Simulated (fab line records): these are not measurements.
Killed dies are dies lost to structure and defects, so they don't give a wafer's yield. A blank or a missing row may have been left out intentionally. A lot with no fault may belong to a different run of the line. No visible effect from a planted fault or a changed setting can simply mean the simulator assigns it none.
fab line records	flow sky130
record: lots: 5	wafers: 15	last_day: 51
route steps=708 shown LDD_N@239 LDD_P@255 LDD_HVN@267 LDD_HVP@278 PAD_OPEN@708
lots with no fault: from the same line, run without faults
start_h: start of the lot's first displayed wafer, in hours after the record's first day	wait_h: hours elapsed since this lot's preceding step	" as in the row above	L1.1+2: a single row standing in for several wafers	- no value present, or no start provided	* or withheld: withheld	< > ~ a bound
route shown NAME@n: names a module that has steps shown in the file, with the first one's number in the route	usual: mean/standard deviation taken from wafers without a fault	same: alike in all rows	chamber/n: place in a boat	sites: readings site by site	_std_site: standard deviation across them	_edge_site: outer sites' mean less inner sites'	radius_mm: how far each site lies from the wafer's centre	mask NAME#n: copy n	behind: the most recent tool/chamber to have shaped the wafer	hold: the reason the lot was held/the length of the hold in hours/how it ended	device: the transistor (n, p or np) that didn't switch	end of line: the tests these same wafers got at the end of their route	a step given without rows: its recipe and nothing more	killed: not the wafer's yield, but the dies lost to structure and defects at the first sort	map: a wafer's dies, x killed, . not, _ none there
set.NAME: the setting the step ran with; set.NAME@STEP: the setting that earlier step ran with	model.NAME: the simulator's own value behind a step, which no gauge read
lots at selected steps of the route; one table per step, one row per wafer
services: the hour from which a tool's chamber was out of use, counted from the record's first day as start_h (under 0 if before that day), plus the number of hours and why
== steps ==
step: SKY_LDD_N_COAT_02
recipe: resist: NOVOLAK	spin_rpm: 3000	resist_thk_nm: 300
step: SKY_LDD_N_SOFTBAKE_03
recipe: temp_c: 90	time_s: 60	resist: NOVOLAK
step: SKY_LDD_N_EXPOSE_04
recipe: mask_id: NTM	target_cd_nm: 840	na: 0.6	source_shape: conventional	sigma_outer: 0.6	dose_mj: 110
step: SKY_LDD_N_PEB_05
recipe: temp_c: withheld	time_s: *	resist: NOVOLAK
step: SKY_LDD_N_DEVELOP_06
recipe: develop_time_s: 60	dev_temp_c: 23
step: SKY_LDD_N_OVL_MEAS_07
usual: LDD_N_OVL: -0.4/1.6
lot.wafer	tool	chamber	start_h	wait_h	LDD_N_OVL[nm]
L734.2	overlay-02	-	413.74	0.1	-1.7
L734.4	"	-	"	"	-1.9
L734.6	"	-	"	"	-2.0
L739.1	overlay-01	-	464.60	0.1	-0.6
L739.4	"	-	"	"	-1.5
L739.5	"	-	"	"	-1.1
L745.2	overlay-02	-	517.85	0.1	-1.6
L745.4	"	-	"	"	-1.6
L745.6	"	-	"	"	-1.9
L746.1	overlay-01	-	521.45	0.1	2.3
L746.4	"	-	"	"	3.1
L746.5	"	-	"	"	2.9
L755.2	overlay-02	-	617.86	0.1	-2.9
L755.4	"	-	"	"	-2.4
L755.5	"	-	"	"	-1.2
step: SKY_LDD_N_IMPLANT_08
recipe: species: As	energy_kev: 20	dose_cm2: 7.5e+13	tilt_deg: withheld	rotation_deg: 23
step: SKY_LDD_N_IMPLANT_09
recipe: species: As	energy_kev: 20	dose_cm2: 7.5e+13	tilt_deg: withheld	rotation_deg: 113
step: SKY_LDD_N_IMPLANT_10
recipe: species: As	energy_kev: 20	dose_cm2: 7.5e+13	tilt_deg: withheld	rotation_deg: 203
step: SKY_LDD_N_IMPLANT_11
recipe: species: As	energy_kev: 20	dose_cm2: 7.5e+13	tilt_deg: withheld	rotation_deg: 293
step: SKY_LDD_N_IMPLANT_12
recipe: species: BF2	energy_kev: 50	dose_cm2: 5e+12	tilt_deg: 30	rotation_deg: 0
step: SKY_LDD_N_IMPLANT_13
recipe: species: BF2	energy_kev: 50	dose_cm2: 5e+12	tilt_deg: 30	rotation_deg: 90
step: SKY_LDD_N_IMPLANT_14
recipe: species: BF2	energy_kev: 50	dose_cm2: 5e+12	tilt_deg: 30	rotation_deg: 180
usual: beam_on_s: 9.99/0.22
lot.wafer	tool	chamber	start_h	wait_h	beam_on_s
L734.2	implanter-02	0	414.70	0.1	9.87
L734.4	"	0	"	"	9.78
L734.6	"	0	"	"	9.67
L739.1	implanter-02	0	465.54	0.1	10.09
L739.4	"	0	"	"	10.24
L739.5	"	0	"	"	9.84
L745.2	implanter-03	0	518.81	0.1	10.08
L745.4	"	0	"	"	9.61
L745.6	"	0	"	"	9.54
L746.1	implanter-03	0	522.39	0.1	10.28
L746.4	"	0	"	"	10.37
L746.5	"	0	"	"	9.85
L755.2	implanter-03	0	618.81	0.1	10.19
L755.4	"	0	"	"	9.75
L755.5	"	0	"	"	10.12
step: SKY_LDD_N_IMPLANT_15
recipe: species: BF2	energy_kev: 50	dose_cm2: 5e+12	tilt_deg: 30	rotation_deg: 270
step: SKY_LDD_N_STRIP_16
recipe: chemistry: O2/N2	power_w: 1400	pressure_mtorr: 1500	platen_temp_c: withheld	o2_flow_sccm: 3000	n2_flow_sccm: 300	overash_fraction: 0.5
usual: chamber_pressure_mTorr: 1500.0/1.4	drypump_motor_current_A: 5.5/0.42	o2_flow_sccm: 3000/8.2	oes_product_au: 0.406/0.004	strip_time_to_endpoint_s: 4.317/0.016
same: overash_fraction: 0.5
lot.wafer	tool	chamber	start_h	wait_h	chamber_pressure_mTorr	drypump_motor_current_A	o2_flow_sccm	oes_product_au	rf_hours_counter_h	strip_time_to_endpoint_s
L734.2	plasma_asher-04	1	414.97	0.1	1501.5	5.1	3002	0.403	72	4.308
L734.4	"	1	"	"	1500.3	5.1	3003	0.406	-	4.319
L734.6	"	1	"	"	1501.0	5.1	2996	0.402	-	4.317
L739.1	plasma_asher-02	1	465.84	0.1	1498.0	5.1	3005	0.412	77	4.305
L739.4	"	1	"	"	1501.5	5.1	3007	0.404	-	4.323
L739.5	"	1	"	"	1498.7	5.1	3002	0.406	-	4.323
L745.2	plasma_asher-02	0	519.08	0.1	1498.7	6.3	2993	0.413	81	4.329
L745.4	"	1	"	"	1501.5	5.1	3004	0.404	-	4.300
L745.6	"	0	"	"	1499.6	6.2	2997	0.399	-	4.314
L746.1	plasma_asher-04	1	522.69	0.1	1500.8	5.1	2997	0.405	9	4.302
L746.4	"	1	"	"	1497.7	5.1	2994	0.406	-	4.352
L746.5	"	1	"	"	1502.4	5.1	3013	0.409	-	4.326
L755.2	plasma_asher-04	1	619.09	0.1	1501.5	5.1	3003	0.403	19	4.337
L755.4	"	1	"	"	1498.4	5.1	3006	0.403	-	4.310
L755.5	"	1	"	"	1500.0	5.1	3002	0.415	-	4.283
step: SKY_LDD_N_TW_MEAS_17
usual: LDD_N_TW: 2591/28
lot.wafer	tool	chamber	start_h	wait_h	LDD_N_TW
L734.2	film_metro-02	-	415.08	0.1	2572
L734.4	"	-	"	"	2582
L734.6	"	-	"	"	2571
L739.1	film_metro-04	-	465.94	0.1	2621
L739.4	"	-	"	"	2622
L739.5	"	-	"	"	2602
L745.2	film_metro-04	-	519.19	0.1	2614
L745.4	"	-	"	"	2594
L745.6	"	-	"	"	2604
L746.1	film_metro-04	-	522.79	0.1	2611
L746.4	"	-	"	"	2603
L746.5	"	-	"	"	2614
L755.2	film_metro-01	-	619.20	0.1	2629
L755.4	"	-	"	"	2626
L755.5	"	-	"	"	2630
step: SKY_LDD_P_DEHYDRATE_00
recipe: temp_c: 200	time_s: 60
step: SKY_LDD_P_HMDS_01
recipe: prime_time_s: 60	prime_temp_c: 120
step: SKY_LDD_P_COAT_02
recipe: resist: NOVOLAK	spin_rpm: 3000	resist_thk_nm: 1140
step: SKY_LDD_P_SOFTBAKE_03
recipe: temp_c: 90	time_s: 60	resist: NOVOLAK
step: SKY_LDD_P_EXPOSE_04
recipe: mask_id: PSDM	na: 0.6	source_shape: conventional	sigma_outer: 0.6	polarization: unpolarized	target_cd_nm: 380	dose_mj: 138
step: SKY_LDD_P_PEB_05
recipe: temp_c: withheld	time_s: *	resist: NOVOLAK
step: SKY_LDD_P_DEVELOP_06
recipe: resist: NOVOLAK	developer: TMAH	develop_time_s: 60	dev_temp_c: 23
step: SKY_LDD_P_CD_MEAS_07
recipe: target_cd_nm: 380
usual: cd_nm: 379.7/2.5
lot.wafer	tool	chamber	start_h	wait_h	cd_nm
L734.2	cd_sem-01	-	445.77	0.1	383.1
L734.4	"	-	"	"	381.8
L734.6	"	-	"	"	384.4
L739.1	cd_sem-02	-	496.63	0.1	375.8
L739.4	"	-	"	"	379.5
L739.5	"	-	"	"	376.2
L745.2	cd_sem-01	-	548.87	0.1	378.8
L745.4	"	-	"	"	379.9
L745.6	"	-	"	"	378.1
L746.1	cd_sem-02	-	552.25	0.1	381.0
L746.4	"	-	"	"	382.9
L746.5	"	-	"	"	382.7
L755.2	cd_sem-01	-	647.37	0.1	379.1
L755.4	"	-	"	"	379.9
L755.5	"	-	"	"	376.5
step: SKY_LDD_P_OVL_MEAS_08
usual: LDD_P_OVL: 0.2/1.4
lot.wafer	tool	chamber	start_h	wait_h	LDD_P_OVL[nm]
L734.2	overlay-01	-	445.88	0.1	2.6
L734.4	"	-	"	"	2.3
L734.6	"	-	"	"	2.3
L739.1	overlay-02	-	496.75	0.1	2.0
L739.4	"	-	"	"	1.6
L739.5	"	-	"	"	1.7
L745.2	overlay-02	-	548.98	0.1	-0.2
L745.4	"	-	"	"	0.6
L745.6	"	-	"	"	0.6
L746.1	overlay-01	-	552.37	0.1	1.4
L746.4	"	-	"	"	1.5
L746.5	"	-	"	"	1.6
L755.2	overlay-02	-	647.48	0.1	0.1
L755.4	"	-	"	"	0.5
L755.5	"	-	"	"	-0.3
step: SKY_LDD_P_IMPLANT_09
recipe: species: BF2	energy_kev: 25	dose_cm2: 1e+13	tilt_deg: withheld
step: SKY_LDD_P_STRIP_10
recipe: chemistry: O2/N2	power_w: 1400	pressure_mtorr: 1500	platen_temp_c: withheld	o2_flow_sccm: 3000	n2_flow_sccm: 300	overash_fraction: 0.5
usual: chamber_pressure_mTorr: 1500.1/1.4	drypump_motor_current_A: 5.7/0.37	o2_flow_sccm: 3002/8.5	oes_product_au: 0.715/0.0051	strip_time_to_endpoint_s: 14.180/0.029
same: overash_fraction: 0.5
lot.wafer	tool	chamber	start_h	wait_h	chamber_pressure_mTorr	drypump_motor_current_A	o2_flow_sccm	oes_product_au	rf_hours_counter_h	strip_time_to_endpoint_s
L734.2	plasma_asher-03	0	446.06	0.1	1502.1	5.7	3008	0.717	64	14.219
L734.4	"	0	"	"	1501.8	5.7	3001	0.713	-	14.225
L734.6	"	0	"	"	1500.4	5.7	3001	0.716	-	14.198
L739.1	plasma_asher-03	0	496.94	0.1	1500.8	5.7	3000	0.711	69	14.171
L739.4	"	1	"	"	1499.5	5.6	2991	0.712	-	14.153
L739.5	"	0	"	"	1498.1	5.7	2993	0.718	-	14.223
L745.2	plasma_asher-01	0	549.16	0.1	1500.7	5.3	2999	0.723	43	14.165
L745.4	"	1	"	"	1499.5	6.1	2994	0.715	-	14.243
L745.6	"	1	"	"	1500.0	6.1	2993	0.702	-	14.236
L746.1	plasma_asher-01	1	552.56	0.1	1500.1	6.2	3012	0.709	43	14.148
L746.4	"	1	"	"	1502.3	6.1	3004	0.725	-	14.201
L746.5	"	1	"	"	1500.2	6.1	2993	0.714	-	14.202
L755.2	plasma_asher-01	0	647.66	0.1	1501.9	5.3	2998	0.721	52	14.148
L755.4	"	0	"	"	1500.4	5.3	3001	0.719	-	14.150
L755.5	"	1	"	"	1499.6	6.1	3006	0.711	-	14.176
step: SKY_LDD_P_TW_MEAS_11
usual: LDD_P_TW: 638/5.2
lot.wafer	tool	chamber	start_h	wait_h	LDD_P_TW
L734.2	film_metro-03	-	446.17	0.1	643
L734.4	"	-	"	"	638
L734.6	"	-	"	"	637
L739.1	film_metro-04	-	497.04	0.1	639
L739.4	"	-	"	"	648
L739.5	"	-	"	"	643
L745.2	film_metro-04	-	549.27	0.1	637
L745.4	"	-	"	"	639
L745.6	"	-	"	"	639
L746.1	film_metro-03	-	552.66	0.1	645
L746.4	"	-	"	"	643
L746.5	"	-	"	"	643
L755.2	film_metro-03	-	647.77	0.1	638
L755.4	"	-	"	"	639
L755.5	"	-	"	"	639
step: SKY_LDD_HVN_DEHYDRATE_00
recipe: temp_c: 200	time_s: 60
step: SKY_LDD_HVN_HMDS_01
recipe: prime_time_s: 60	prime_temp_c: 120
step: SKY_LDD_HVN_COAT_02
recipe: resist: NOVOLAK	spin_rpm: 3000	resist_thk_nm: 300
step: SKY_LDD_HVN_SOFTBAKE_03
recipe: temp_c: 90	time_s: 60	resist: NOVOLAK
step: SKY_LDD_HVN_EXPOSE_04
recipe: mask_id: HVNTM	na: 0.6	source_shape: conventional	sigma_outer: 0.6	polarization: unpolarized	target_cd_nm: 700	dose_mj: 127
step: SKY_LDD_HVN_PEB_05
recipe: temp_c: withheld	time_s: *	resist: NOVOLAK
step: SKY_LDD_HVN_DEVELOP_06
recipe: resist: NOVOLAK	developer: TMAH	develop_time_s: 60	dev_temp_c: 23
step: SKY_LDD_HVN_OVL_MEAS_07
usual: LDD_HVN_OVL: 0.5/1.4
lot.wafer	tool	chamber	start_h	wait_h	LDD_HVN_OVL[nm]
L734.2	overlay-01	-	476.61	0.1	0.8
L734.4	"	-	"	"	0.3
L734.6	"	-	"	"	2.0
L739.1	overlay-01	-	527.35	0.1	0.0
L739.4	"	-	"	"	0.4
L739.5	"	-	"	"	1.0
L745.2	overlay-01	-	578.65	0.1	-1.3
L745.4	"	-	"	"	0.1
L745.6	"	-	"	"	-1.7
L746.1	overlay-02	-	581.74	0.1	-1.3
L746.4	"	-	"	"	-1.0
L746.5	"	-	"	"	0.2
L755.2	overlay-02	-	676.65	0.1	-1.0
L755.4	"	-	"	"	-1.0
L755.5	"	-	"	"	0.2
step: SKY_LDD_HVN_IMPLANT_08
recipe: species: P	energy_kev: 60	dose_cm2: 3e+13	tilt_deg: 40
step: SKY_LDD_HVN_STRIP_09
recipe: chemistry: O2/N2	power_w: 1400	pressure_mtorr: 1500	platen_temp_c: withheld	o2_flow_sccm: 3000	n2_flow_sccm: 300	overash_fraction: 0.5
usual: chamber_pressure_mTorr: 1500.0/1.4	drypump_motor_current_A: 5.5/0.35	o2_flow_sccm: 3001/9	oes_product_au: 0.408/0.005	strip_time_to_endpoint_s: 4.134/0.015
same: overash_fraction: 0.5
lot.wafer	tool	chamber	start_h	wait_h	chamber_pressure_mTorr	drypump_motor_current_A	o2_flow_sccm	oes_product_au	rf_hours_counter_h	strip_time_to_endpoint_s
L734.2	plasma_asher-01	0	476.79	0.1	1500.6	5.3	3009	0.402	35	4.131
L734.4	"	1	"	"	1500.3	6.2	2997	0.411	-	4.119
L734.6	"	1	"	"	1498.7	6.1	2997	0.414	-	4.123
L739.1	plasma_asher-01	1	527.54	0.1	1499.9	6.2	3014	0.412	40	4.145
L739.4	"	0	"	"	1498.3	5.3	2999	0.404	-	4.141
L739.5	"	1	"	"	1499.3	6.2	3002	0.405	-	4.147
L745.2	plasma_asher-01	0	578.83	0.1	1500.5	5.3	2990	0.403	46	4.138
L745.4	"	1	"	"	1499.0	6.2	2991	0.407	-	4.119
L745.6	"	0	"	"	1499.9	5.3	2997	0.410	-	4.127
L746.1	plasma_asher-04	1	581.92	0.1	1500.0	5.1	3017	0.419	15	4.159
L746.4	"	1	"	"	1502.4	5.1	3024	0.399	-	4.132
L746.5	"	1	"	"	1498.6	5.1	3022	0.407	-	4.130
L755.2	plasma_asher-03	0	676.83	0.1	1503.2	5.7	2995	0.408	86	4.114
L755.4	"	1	"	"	1504.0	5.6	3001	0.400	-	4.116
L755.5	"	0	"	"	1500.3	5.7	2989	0.415	-	4.118
step: SKY_LDD_HVN_TW_MEAS_10
usual: LDD_HVN_TW: 1438/14
lot.wafer	tool	chamber	start_h	wait_h	LDD_HVN_TW
L734.2	film_metro-02	-	476.90	0.1	1431
L734.4	"	-	"	"	1430
L734.6	"	-	"	"	1424
L739.1	film_metro-02	-	527.64	0.1	1422
L739.4	"	-	"	"	1411
L739.5	"	-	"	"	1423
L745.2	film_metro-03	-	578.94	0.1	1441
L745.4	"	-	"	"	1438
L745.6	"	-	"	"	1432
L746.1	film_metro-03	-	582.02	0.1	1438
L746.4	"	-	"	"	1440
L746.5	"	-	"	"	1429
L755.2	film_metro-01	-	676.94	0.1	1457
L755.4	"	-	"	"	1463
L755.5	"	-	"	"	1463
step: SKY_LDD_HVP_DEHYDRATE_00
recipe: temp_c: 200	time_s: 60
step: SKY_LDD_HVP_HMDS_01
recipe: prime_time_s: 60	prime_temp_c: 120
step: SKY_LDD_HVP_COAT_02
recipe: resist: NOVOLAK	spin_rpm: 3000	resist_thk_nm: 300
step: SKY_PAD_OPEN_PROBE_99
usual: killed_at_M0_to_M3: 43/6.5	killed_at_M4_up: 3.1/1.8	killed_at_contacts: 24/5.6	killed_at_front_end: 15/4.2	killed_at_other: 0.3/0.5	killed_dies: 86/8.9	killed_open: 47/6.9	killed_short: 39/5.9
same: gross_dies: 492	killed_at_back_side: 0
lot.wafer	tool	chamber	start_h	wait_h	killed_at_M0_to_M3	killed_at_M4_up	killed_at_contacts	killed_at_front_end	killed_at_other	killed_dies	killed_open	killed_short	model.etest.nfet_01v8.drive_ua_um_rim_less_centre	model.etest.nfet_01v8.drive_ua_um_range	model.etest.nfet_01v8_swapped.vt_sat_v	model.etest.nfet_01v8_lvt.vt_v	model.etest.nfet_01v8_swapped.vt_v	model.etest.nfet_01v8.vt_v_range	model.etest.nfet_01v8.vt_v	model.etest.nfet_01v8_turned.vt_sat_v
L734.2	prober-01	-	1082.90	0.1	42	4	19	16	0	81	42	39	-1.621	8.541	0.6399	0.6032	0.6903	0.008553	0.6897	0.6381
L734.4	prober-01	-	1083.00	0.2	41	3	21	23	0	88	47	41	1.995	7.364	0.6368	0.5971	0.6888	0.009759	0.6889	0.6363
L734.6	prober-01	-	1083.10	0.2	54	0	33	19	1	107	58	49	-4.045	12.69	0.6522	0.6103	0.6976	0.008741	0.6972	0.6471
L739.1	prober-01	-	1115.70	0.1	33	4	18	10	0	65	33	32	0.9492	10.66	0.6446	0.6026	0.6956	0.01329	0.6958	0.6418
L739.4	prober-01	-	1115.85	0.2	47	1	25	27	1	101	54	47	-7.561	15.91	0.6212	0.595	0.6877	0.02641	0.6889	0.644
L739.5	prober-01	-	1115.90	0.2	36	2	24	16	0	78	39	39	1.094	12.89	0.6523	0.6127	0.7019	0.009296	0.7013	0.6481
L745.2	prober-01	-	1148.43	0.1	47	0	24	20	0	91	52	39	0.7088	8.797	0.6508	0.6115	0.7017	0.01395	0.7014	0.6507
L745.4	prober-01	-	1148.53	0.2	38	2	33	16	0	89	49	40	0.6029	11.1	0.6556	0.6173	0.7062	0.009452	0.7061	0.6571
L745.6	prober-01	-	1148.63	0.2	40	3	24	12	0	79	52	27	8.444	11.74	0.644	0.6054	0.7006	0.01275	0.7009	0.6452
L746.1	prober-02	-	1151.62	0.1	43	4	17	15	0	79	45	34	3.519	9.26	0.6572	0.6186	0.712	0.01097	0.712	0.6575
L746.4	prober-02	-	1151.77	0.2	43	3	19	15	0	80	39	41	5.618	11.14	0.6443	0.6091	0.6958	0.01225	0.6955	0.6445
L746.5	prober-02	-	1151.82	0.2	44	2	31	10	0	87	49	38	-1.764	10.42	0.6464	0.6038	0.6961	0.01159	0.6959	0.647
L755.2	prober-02	-	1212.08	0.1	44	1	21	23	0	89	59	30	1	11.76	0.6611	0.6152	0.7083	0.01479	0.7082	0.6651
L755.4	prober-02	-	1212.18	0.2	41	2	26	17	0	86	40	46	-3.565	7.723	0.6687	0.6219	0.7162	0.0101	0.7162	0.6713
L755.5	prober-02	-	1212.23	0.2	44	1	36	15	1	97	52	45	-0.5104	4.51	0.6637	0.6229	0.7096	0.009568	0.7097	0.6634
killed by level:class
L734.2 VIA1:geometric_particle:open=10 CONTACT:geometric_particle:open=8 VIA2:geometric_particle:open=7 VIA1:geometric_particle:short=6 METAL2:geometric_particle:short=6 FIELD_ISO:geometric_particle:short=4 METAL1:geometric_particle:short=4 FIELD_ISO:geometric_particle:open=3
L734.4 LI_CONTACT:geometric_particle:open=9 VIA1:geometric_particle:short=9 VIA1:geometric_particle:open=9 FIELD_ISO:geometric_particle:short=8 CONTACT:geometric_particle:open=6 VIA2:geometric_particle:open=5 FIELD_ISO:geometric_particle:open=4 LOCAL_INTERCONNECT:geometric_particle:short=4
L734.6 VIA1:geometric_particle:open=11 LI_CONTACT:geometric_particle:open=11 METAL2:geometric_particle:short=9 CONTACT:geometric_particle:open=9 CONTACT:geometric_particle:short=8 VIA2:geometric_particle:open=8 FIELD_ISO:geometric_particle:open=6 METAL1:geometric_particle:short=6
L739.1 CONTACT:geometric_particle:open=7 METAL1:geometric_particle:short=6 LI_CONTACT:geometric_particle:open=5 METAL2:geometric_particle:short=5 VIA2:geometric_particle:open=5 FIELD_ISO:geometric_particle:open=3 POLY_GATE:geometric_particle:short=3 POLY_GATE:geometric_particle:open=3
L739.4 VIA2:geometric_particle:open=10 VIA2:geometric_particle:short=9 FIELD_ISO:geometric_particle:short=8 CONTACT:geometric_particle:open=8 LI_CONTACT:geometric_particle:open=7 VIA1:geometric_particle:open=7 VIA3:geometric_particle:open=6 POLY_GATE:geometric_particle:open=5
L739.5 LI_CONTACT:geometric_particle:open=10 VIA1:geometric_particle:open=10 VIA1:geometric_particle:short=6 LOCAL_INTERCONNECT:geometric_particle:short=6 VIA3:geometric_particle:open=6 FIELD_ISO:geometric_particle:open=4 POLY_GATE:geometric_particle:open=4 POLY_GATE:geometric_particle:short=4
L745.2 VIA1:geometric_particle:open=15 CONTACT:geometric_particle:open=9 VIA1:geometric_particle:short=7 VIA2:geometric_particle:open=7 FIELD_ISO:geometric_particle:open=6 LI_CONTACT:geometric_particle:open=5 FIELD_ISO:geometric_particle:short=4 LOCAL_INTERCONNECT:geometric_particle:short=4
L745.4 CONTACT:geometric_particle:open=11 LI_CONTACT:geometric_particle:open=9 LOCAL_INTERCONNECT:geometric_particle:short=9 VIA1:geometric_particle:open=7 VIA2:geometric_particle:open=7 VIA3:geometric_particle:short=6 FIELD_ISO:geometric_particle:short=4 POLY_GATE:geometric_particle:open=4
L745.6 CONTACT:geometric_particle:open=13 VIA3:geometric_particle:open=9 VIA1:geometric_particle:open=9 LI_CONTACT:geometric_particle:open=5 VIA2:geometric_particle:open=5 METAL1:geometric_particle:short=4 VIA2:geometric_particle:short=4 FIELD_ISO:geometric_particle:open=3
L746.1 VIA1:geometric_particle:open=13 VIA1:geometric_particle:short=9 CONTACT:geometric_particle:open=8 VIA2:geometric_particle:open=6 LI_CONTACT:geometric_particle:open=4 VIA3:geometric_particle:open=4 METAL2:geometric_particle:short=4 METAL4:geometric_particle:short=4
L746.4 VIA1:geometric_particle:open=10 METAL2:geometric_particle:short=8 CONTACT:geometric_particle:open=7 VIA2:geometric_particle:open=6 METAL1:geometric_particle:short=6 VIA2:geometric_particle:short=5 FIELD_ISO:geometric_particle:open=4 VIA1:geometric_particle:short=4
L746.5 VIA1:geometric_particle:open=11 LI_CONTACT:geometric_particle:open=10 CONTACT:geometric_particle:short=8 CONTACT:geometric_particle:open=8 METAL2:geometric_particle:short=8 VIA2:geometric_particle:open=6 FIELD_ISO:geometric_particle:open=4 VIA1:geometric_particle:short=4
L755.2 CONTACT:geometric_particle:open=13 VIA2:geometric_particle:open=8 VIA1:geometric_particle:open=7 VIA3:geometric_particle:open=7 FIELD_ISO:geometric_particle:open=5 FIELD_ISO:geometric_particle:short=5 LI_CONTACT:geometric_particle:open=5 METAL1:geometric_particle:short=4
L755.4 CONTACT:geometric_particle:open=13 POLY_GATE:geometric_particle:short=6 VIA2:geometric_particle:short=6 VIA1:geometric_particle:open=6 VIA3:geometric_particle:open=5 METAL1:geometric_particle:short=5 VIA1:geometric_particle:short=5 VIA2:geometric_particle:open=5
L755.5 CONTACT:geometric_particle:open=12 METAL1:geometric_particle:short=9 METAL2:geometric_particle:short=8 LI_CONTACT:geometric_particle:open=8 CONTACT:geometric_particle:short=8 VIA1:geometric_particle:open=8 POLY_GATE:geometric_particle:short=6 POLY_GATE:geometric_particle:open=6
== services ==
tool	chamber	start_h	hours	kind
implanter-03	-	406.74	1.8	repair
implanter-03	-	413.32	4.8	pm
plasma_asher-04	-	421.25	9.0	pm
plasma_asher-02	-	437.96	3.0	pm
plasma_asher-02	-	444.37	4.4	repair
plasma_asher-02	-	469.78	2.8	pm
plasma_asher-02	-	489.08	8.1	repair
implanter-03	-	523.79	3.9	repair
implanter-02	-	532.48	1.7	repair
implanter-02	-	547.76	19.5	pm
plasma_asher-01	-	562.07	1.5	repair
implanter-03	-	565.69	6.3	repair
plasma_asher-03	-	571.94	4.1	repair
implanter-02	-	573.48	1.4	repair
plasma_asher-03	-	584.82	1.6	repair
implanter-02	-	586.72	3.4	repair
implanter-02	-	600.26	4.1	repair
implanter-02	-	602.17	0.5	repair
plasma_asher-02	-	618.76	0.7	repair
plasma_asher-03	-	621.27	2.5	repair
implanter-03	-	626.24	1.5	repair
plasma_asher-01	-	636.05	6.1	repair
implanter-03	-	648.35	10.5	repair
plasma_asher-04	-	672.66	10.0	pm
== key ==
first_sign none at tools or gauges
model_effect: step: SKY_PAD_OPEN_PROBE_99	value: etest.nfet_01v8.drive_ua_um_rim_less_centre	without: -0.9947	struck: -7.561
met_at SKY_LDD_N_IMPLANT_14
struck_wafers L739.4
tester_left_out L739
onset_between 414.70 465.54
fault: kind: process_parameter_drift	tool: implanter-02	chamber: -	onset_h: 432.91	steps: SKY_LDD_N_IMPLANT_14	channel: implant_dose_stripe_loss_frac	offset: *	shape: step	end_h: 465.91	scope: struck_wafers_only
tester_left_out: of these lots the tester's yield and bins aren't shown, on N5 and GAA mostly nor the transistor test; their killed dies are dies lost to structure and defects alone, not to doping, threshold or leakage, so they don't give the yield
